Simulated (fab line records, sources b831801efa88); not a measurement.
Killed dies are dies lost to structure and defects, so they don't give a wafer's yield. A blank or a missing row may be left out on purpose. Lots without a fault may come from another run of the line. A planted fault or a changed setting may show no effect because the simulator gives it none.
Tool commonality check | flow sky130 | 13 lots, 45 wafers sampled

WHY IT WAS OPENED
At SKY_VT_ADJUST_HVTR_TW_MEAS_11 the reading VT_ADJUST_HVTR_TW is flagged on 2 of 13 lots. Wafers without a fault read 210.2, standard deviation 2.1.
Rule: a lot is flagged when every wafer of it that has a number lies more than 4 standard deviations from that mean, or none has a number. The other lots count as sound.

lot  | measured     | on            | VT_ADJUST_HVTR_TW, wafer by wafer   | flag
L323 | day 8 06:38  | film_metro-03 | 212.2 212.9 213.2                   |
L324 | day 8 09:11  | film_metro-03 | 213.3 212.4 213.4                   |
L328 | day 8 22:34  | film_metro-01 | 209.5 208.8 209.1                   |
L329 | day 9 09:05  | film_metro-03 | 214.9 213.9 214.3                   |
L332 | day 10 01:43 | film_metro-02 | 208.9 209.0 208.3                   |
L333 | day 10 03:15 | film_metro-01 | 208.8 210.3 209.2                   |
L335 | day 10 14:37 | film_metro-02 | 208.4 207.2 208.7                   |
L336 | day 10 19:13 | film_metro-02 | 229.2 229.1 228.1 229.1 228.6 228.8 | FLAGGED
L337 | day 10 23:23 | film_metro-02 | 208.6 209.2 208.5                   |
L338 | day 11 06:50 | film_metro-02 | 230.6 232.4 231.6 231.0 230.3 230.2 | FLAGGED
L341 | day 20 04:12 | film_metro-03 | 212.4 212.0 212.3                   |
L342 | day 20 04:21 | film_metro-02 | 210.8 210.4 210.8                   |
L346 | day 20 04:53 | film_metro-02 | 210.7 210.2 209.7                   |
The numbers of the flagged lots are 229.9 on average: +19.7 against the usual, or +9 standard deviations.

WHICH TOOL RAN EACH LOT
The record holds 1 process step before the reading, out of a route of 708 steps. In each cell: the tool, then ch and the chambers that the sampled wafers went through, then the start.
lot  | flag    | SKY_VT_ADJUST_HVTR_IMPLANT_09
L323 |         | implanter-01 ch 0, day 8 06:23
L324 |         | implanter-02 ch 0, day 8 08:56
L328 |         | implanter-01 ch 0, day 8 22:19
L329 |         | implanter-04 ch 0, day 9 08:50
L332 |         | implanter-02 ch 0, day 10 01:28
L333 |         | implanter-02 ch 0, day 10 03:00
L335 |         | implanter-01 ch 0, day 10 14:22
L336 | FLAGGED | implanter-01 ch 0, day 10 18:58
L337 |         | implanter-04 ch 0, day 10 23:08
L338 | FLAGGED | implanter-01 ch 0, day 11 06:35
L341 |         | implanter-01 ch 0, day 20 03:58
L342 |         | implanter-04 ch 0, day 20 04:07
L346 |         | implanter-01 ch 0, day 20 04:38
What these steps do:
- SKY_VT_ADJUST_HVTR_IMPLANT_09
- SKY_VT_ADJUST_HVTR_TW_MEAS_11

FLAGGED OVER TOTAL, TOOL BY TOOL (the gauges that took the reading come last)
step                          | tool          | lots run | flagged | share of the flagged lots | sound lots run after its first flagged lot
SKY_VT_ADJUST_HVTR_IMPLANT_09 | implanter-01  | 7        | 2       | all                       | 2 (L341,L346)
SKY_VT_ADJUST_HVTR_IMPLANT_09 | implanter-02  | 3        | 0       | none                      | -
SKY_VT_ADJUST_HVTR_IMPLANT_09 | implanter-04  | 3        | 0       | none                      | -
SKY_VT_ADJUST_HVTR_TW_MEAS_11 | film_metro-01 | 2        | 0       | none                      | -
SKY_VT_ADJUST_HVTR_TW_MEAS_11 | film_metro-02 | 7        | 2       | all                       | 3 (L337,L342,L346)
SKY_VT_ADJUST_HVTR_TW_MEAS_11 | film_metro-03 | 4        | 0       | none                      | -

WHAT THE TABLE ALLOWS
2 rows of the table ran every flagged lot: implanter-01 at SKY_VT_ADJUST_HVTR_IMPLANT_09, film_metro-02 at SKY_VT_ADJUST_HVTR_TW_MEAS_11.
- implanter-01 at SKY_VT_ADJUST_HVTR_IMPLANT_09: 2 of its 7 lots flagged. Sound lots ran on it after the first flagged one (L341, L346), which a lasting fault on the whole tool wouldn't allow. Its own readings lie more than 4 standard deviations out on every wafer of the flagged lots: dose_ions_cm2, faraday_current_uA.
- film_metro-02 at SKY_VT_ADJUST_HVTR_TW_MEAS_11: 2 of its 7 lots flagged. Sound lots ran on it after the first flagged one (L337, L342, L346), which a lasting fault on the whole tool wouldn't allow.
No row of the table ran every flagged lot and no sound lot after the first.

WHAT THE SIMULATOR HAD PUT IN
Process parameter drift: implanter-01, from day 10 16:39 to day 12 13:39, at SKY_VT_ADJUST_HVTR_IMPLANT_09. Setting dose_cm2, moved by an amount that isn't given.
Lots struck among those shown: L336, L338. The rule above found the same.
